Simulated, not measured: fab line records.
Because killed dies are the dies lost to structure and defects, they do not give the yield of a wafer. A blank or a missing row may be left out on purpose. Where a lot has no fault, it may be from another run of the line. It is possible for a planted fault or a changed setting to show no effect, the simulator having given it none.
The same fault as seen by 2 desks    flow gf180mcu    only its own numbers are on each desk; what lay behind them is given at the end

METROLOGY DESK
Lot by lot, what the gauges showed, no matter which tool ran the lot: averages of those sampled wafers that carry a number. The brackets show how far a lot's mean lies from the usual mean; more than 4 standard deviations puts the lot out of limits, marked OUT.
Columns: A = cdNm at GF_STI_CD_MEAS_12, usual 220.1 nm; B = STI_OXIDATION_02_THK at GF_STI_THK_MEAS_30, usual 10.02 nm; C = cdNm at GF_POLY_GATE_CD_MEAS_18, usual 279.9 nm
lot   first seen here  A      B      C
L430  day 2 01:13      221.7  10.12  283.4
L431  day 2 08:36      220.4  10.02  279.2
L433  day 2 18:33      220.0  10.17  279.2
L434  day 2 23:55      218.8  10.18  280.9
L435  day 3 03:29      221.0  10.02  280.9
L437  day 3 14:56      220.4  9.97   278.5
L438  day 3 18:17      219.0  10.02  280.9
L439  day 3 23:29      219.3  10.07  281.2
L440  day 4 06:33      219.6  9.84   282.1
L443  day 4 20:50      218.6  9.91   286.9
L445  day 5 08:20      220.4  9.95   284.4
L451  day 6 13:42      222.6  10.15  277.7
L453  day 6 23:59      218.9  10.02  278.6
This desk's finding: nothing out of limits on any of the 13 lots.

THE TOOL OWNER'S DESK: rieDiel-02
The tool's own readings at GF_POLY_GATE_ETCH_12 (etches BARC in N2/H2): means of the sampled wafers that have a number, for each lot that ran on this tool. The brackets show how far a lot's mean lies from the usual mean; more than 4 standard deviations puts the lot out of limits, marked OUT.
Columns: A = drypumpMotorCurrentA at GF_POLY_GATE_ETCH_12, usual 5.6 A; B = oesProductAu at GF_POLY_GATE_ETCH_12, usual 0.736 a.u.; C = rfFwdPowerW at GF_POLY_GATE_ETCH_12, usual 496.2 W; D = throttleValvePct at GF_POLY_GATE_ETCH_12, usual 13.215 %
lot   first seen here  A    B      C                        D
L430  day 9 13:23      5.8  0.734  496.1                    13.224
L435  day 10 19:56     5.4  0.735  495.6                    13.213
L438  day 11 19:00     5.7  0.735  494.6                    13.215
L439  day 11 22:15     5.1  0.739  495.7                    13.209
L443  day 13 08:23     5.3  0.736  296.3 (-99 or more) OUT  13.213
L445  day 13 20:09     5.7  0.737  295.6 (-99 or more) OUT  13.223
This desk's finding: out of limits on L443, L445; first on L443, day 13 08:23 (rfFwdPowerW at GF_POLY_GATE_ETCH_12). L430, L435, L438, L439 stayed within limits.

BROUGHT TOGETHER
The tool owner's desk could have raised an alarm at day 13 08:23, on L443, L445.
Metrology desk: nothing out of limits seen.
The metrology desk holds a record of L443, L445, inside its limits.
On rieDiel-02, each named lot ran GF_POLY_GATE_ETCH_12.

WHAT THE SIMULATOR HAD PUT IN
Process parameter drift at GF_POLY_GATE_ETCH_12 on rieDiel-02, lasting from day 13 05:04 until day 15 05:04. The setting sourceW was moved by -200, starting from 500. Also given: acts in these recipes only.
Struck lots among those shown: L443, L445.
Hours from the fault's start to each desk's first reading out of limits: the tool owner's desk, 3.
